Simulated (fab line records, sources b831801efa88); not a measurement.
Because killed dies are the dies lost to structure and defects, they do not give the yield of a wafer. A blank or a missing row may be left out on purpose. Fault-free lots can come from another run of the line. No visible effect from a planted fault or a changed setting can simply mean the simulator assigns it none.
The same fault as seen by 2 desks || flow sky130 || each desk holds nothing but its own numbers, with what lay behind them at the end

THE METROLOGY DESK
What the gauges read, lot by lot, whatever tool the lot ran on: means of the sampled wafers that have a number. Any lot whose mean is over 4 standard deviations away from the usual mean is out of limits and marked OUT; that distance is given in the brackets.
Columns: A = CONTACT_W_THK at SKY_CONTACT_THK_MEAS_26, usual 346 nm; B = METAL1_ALCU_RS at SKY_METAL1_RS_MEAS_05, usual 0.1269 ohm/sq; C = METAL1_ALCU_THK at SKY_METAL1_THK_MEAS_06, usual 250 nm; D = cd nm at SKY_METAL1_CD_MEAS_15, usual 140.3 nm; E = METAL1_OVL at SKY_METAL1_OVL_MEAS_16, usual -2 nm
{"lot": "L423", "first seen here": "day 32 00:50", "A": 349, "B": 0.1282, "C": 247, "D": 140.1, "E": -2}
{"lot": "L429", "first seen here": "day 34 05:32", "A": 348, "B": 0.1258, "C": 252, "D": 138.8, "E": -6}
{"lot": "L434", "first seen here": "day 35 07:43", "A": 344, "B": 0.1279, "C": 250, "D": 139.2, "E": -5}
{"lot": "L440", "first seen here": "day 37 10:34", "A": 347, "B": 0.1266, "C": 252, "D": 137.3, "E": -6}
{"lot": "L442", "first seen here": "day 38 04:47", "A": 350, "B": 0.1251, "C": 254, "D": 141.0, "E": 1}
{"lot": "L444", "first seen here": "day 38 12:16", "A": 344, "B": 0.1278, "C": 248, "D": 141.0, "E": -6}
Finding of this desk: none of the 6 lots has anything out of limits.

TOOL OWNER'S DESK, litho track-01
The tool's own readings at SKY_METAL1_COAT_10 (resist thk 450 nm): means of the sampled wafers that have a number, for each lot that ran on this tool. Any lot whose mean is over 4 standard deviations away from the usual mean is out of limits and marked OUT; that distance is given in the brackets.
Columns: A = spin speed rpm at SKY_METAL1_COAT_10, usual 3000.0 rpm
{"lot": "L423", "first seen here": "day 32 15:00", "A": 3002.5}
{"lot": "L440", "first seen here": "day 37 23:00", "A": "3070.5 (+37) OUT"}
{"lot": "L442", "first seen here": "day 38 18:00", "A": "3070.7 (+37) OUT"}
This desk finds L440, L442 out of limits, L440 being first, at day 37 23:00 (spin speed rpm at SKY_METAL1_COAT_10). Within limits: L423.

TAKEN TOGETHER
On L440, L442, at day 37 23:00, an alarm was possible from the tool owner's desk.
Metrology desk: nothing out of limits seen.
The metrology desk has L440, L442 on record, within its limits.
Of the lots named, all ran SKY_METAL1_COAT_10 on litho track-01.

WHAT WAS PUT IN BY THE SIMULATOR
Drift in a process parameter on litho track-01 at SKY_METAL1_COAT_10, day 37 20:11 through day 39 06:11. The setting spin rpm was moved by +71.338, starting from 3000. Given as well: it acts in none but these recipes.
Lots struck among those shown: L440, L442.
Each desk's first reading out of limits, in hours after the fault started: the tool owner's desk, 3.
